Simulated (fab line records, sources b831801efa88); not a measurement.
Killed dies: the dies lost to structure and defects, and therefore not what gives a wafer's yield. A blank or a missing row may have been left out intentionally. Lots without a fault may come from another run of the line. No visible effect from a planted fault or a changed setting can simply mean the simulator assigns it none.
Which tool is to blame?	flow sky130	Sampling: 13 lots, 39 wafers, 4 of 708 route steps

== WHAT THE GAUGES SHOWED, per wafer ==
SKY_METAL2_THK_MEAS_06: measures by xrf. Usual: METAL2_ALCU_THK 250 nm, standard deviation 3.5.
lot	measured	on	METAL2_ALCU_THK (nm)	flag
L755	day 33 23:54	film-metro-03	256 257 252	
L756	day 34 01:52	film-metro-03	248 253 249	
L757	day 34 09:07	film-metro-02	252 254 246	
L760	day 36 03:35	film-metro-03	248 253 250	
L759	day 36 09:23	film-metro-02	250 246 246	
L758	day 36 09:31	film-metro-01	244 243 245	
L762	day 36 10:23	film-metro-02	251 247 250	
L761	day 36 11:53	film-metro-03	248 253 249	
L763	day 36 16:22	film-metro-03	251 251 250	
L765	day 38 02:35	film-metro-01	247 244 247	
L767	day 38 04:28	film-metro-02	251 248 249	
L771	day 38 23:37	film-metro-03	252 248 247	
L775	day 39 23:28	film-metro-01	247 240 242	

SKY_PASSIVATION_THK_MEAS_03. Usual: PASSIVATION_CVD_02_THK 539 nm, standard deviation 8.2.
lot	measured	on	PASSIVATION_CVD_02_THK (nm)	flag
L755	day 43 19:03	film-metro-01	535 526 538	
L756	day 44 02:05	film-metro-04	548 549 532	
L757	day 44 05:01	film-metro-04	522 548 542	
L760	day 45 15:51	film-metro-01	526 532 547	
L759	day 45 20:11	film-metro-04	528 543 535	
L758	day 45 20:40	film-metro-04	537 536 544	
L762	day 45 22:06	film-metro-04	526 546 557	
L761	day 46 02:03	film-metro-01	536 528 549	
L763	day 46 03:09	film-metro-04	540 545 539	
L765	day 47 07:20	film-metro-04	533 529 552	
L767	day 47 08:06	film-metro-01	532 538 536	
L771	day 47 23:00	film-metro-01	533 541 527	
L775	day 48 17:57	film-metro-01	530 539 551	

== WHICH TOOL RAN EACH LOT (tool, then ch and the chambers of the sampled wafers, then the start) ==
lot	SKY_METAL2_SPUTTER_04	SKY_METAL4_SPUTTER_03
L755	pvd-sputter-02, day 33 23:43	pvd-sputter-01, day 39 16:25
L756	pvd-sputter-02, day 34 01:40	pvd-sputter-01, day 39 21:05
L757	pvd-sputter-02, day 34 08:56	pvd-sputter-04, day 40 02:46
L760	pvd-sputter-03, day 36 03:25	pvd-sputter-04, day 41 16:10
L759	pvd-sputter-03, day 36 09:13	pvd-sputter-01, day 41 22:01
L758	pvd-sputter-04, day 36 09:20	pvd-sputter-04, day 41 22:31
L762	pvd-sputter-02, day 36 10:11	pvd-sputter-01, day 41 23:25
L761	pvd-sputter-02, day 36 11:42	pvd-sputter-01, day 42 03:59
L763	pvd-sputter-04, day 36 16:11	pvd-sputter-03, day 42 04:13
L765	pvd-sputter-04, day 38 02:23	pvd-sputter-01, day 43 11:46
L767	pvd-sputter-02, day 38 04:17	pvd-sputter-03, day 43 11:52
L771	pvd-sputter-02, day 38 23:27	pvd-sputter-03, day 44 07:28
L775	pvd-sputter-03, day 39 23:17	pvd-sputter-01, day 45 02:25
- SKY_METAL2_SPUTTER_04: material TiN, target thk 70 nm, time 58.3 s.
- SKY_METAL4_SPUTTER_03: material Ti, target thk 5 nm, time 3.3 s.

== WHAT THE TOOLS THEMSELVES READ (means of the sampled wafers that have a number; where no wafer has one, the mark that the record gives instead) ==
SKY_METAL2_SPUTTER_04. Usual: throttle-valve-pct 30.1 %, standard deviation 1.1.
lot	tool	throttle-valve-pct (%)	flag
L755	pvd-sputter-02	31.1	
L756	pvd-sputter-02	31.1	
L757	pvd-sputter-02	30.7	
L760	pvd-sputter-03	29.4	
L759	pvd-sputter-03	28.8	
L758	pvd-sputter-04	29.7	
L762	pvd-sputter-02	30.8	
L761	pvd-sputter-02	30.7	
L763	pvd-sputter-04	29.7	
L765	pvd-sputter-04	29.6	
L767	pvd-sputter-02	31.2	
L771	pvd-sputter-02	31.2	
L775	pvd-sputter-03	29.8	

SKY_METAL4_SPUTTER_03. Usual: throttle-valve-pct 29.7 %, standard deviation 0.87.
lot	tool	throttle-valve-pct (%)	flag
L755	pvd-sputter-01	29.8	
L756	pvd-sputter-01	29.8	
L757	pvd-sputter-04	30.4	
L760	pvd-sputter-04	30.3	
L759	pvd-sputter-01	29.7	
L758	pvd-sputter-04	29.8	
L762	pvd-sputter-01	29.5	
L761	pvd-sputter-01	29.2	
L763	pvd-sputter-03	29.9	
L765	pvd-sputter-01	29.6	
L767	pvd-sputter-03	29.1	
L771	pvd-sputter-03	28.8	
L775	pvd-sputter-01	30.1	

== THE ANSWER, worked out from the rows above alone ==
Rule: take the mean of a lot's wafers that have a number; if it is more than 3 standard deviations from the usual mean, the lot is off. A lot without any number at a reading at which 4 lots or more have one is off too. All remaining lots with rows at the step are treated as sound. After the gauges, taken in route order, come the tools' own readings; for these a lot's mean is taken, as printed above. At the first step where some lot is off, the reading lying furthest off is the one used; lots without a number count as furthest.
No lot is off at any reading shown: from this, nothing can be told.

== WHAT HAD BEEN PUT IN BY THE SIMULATOR ==
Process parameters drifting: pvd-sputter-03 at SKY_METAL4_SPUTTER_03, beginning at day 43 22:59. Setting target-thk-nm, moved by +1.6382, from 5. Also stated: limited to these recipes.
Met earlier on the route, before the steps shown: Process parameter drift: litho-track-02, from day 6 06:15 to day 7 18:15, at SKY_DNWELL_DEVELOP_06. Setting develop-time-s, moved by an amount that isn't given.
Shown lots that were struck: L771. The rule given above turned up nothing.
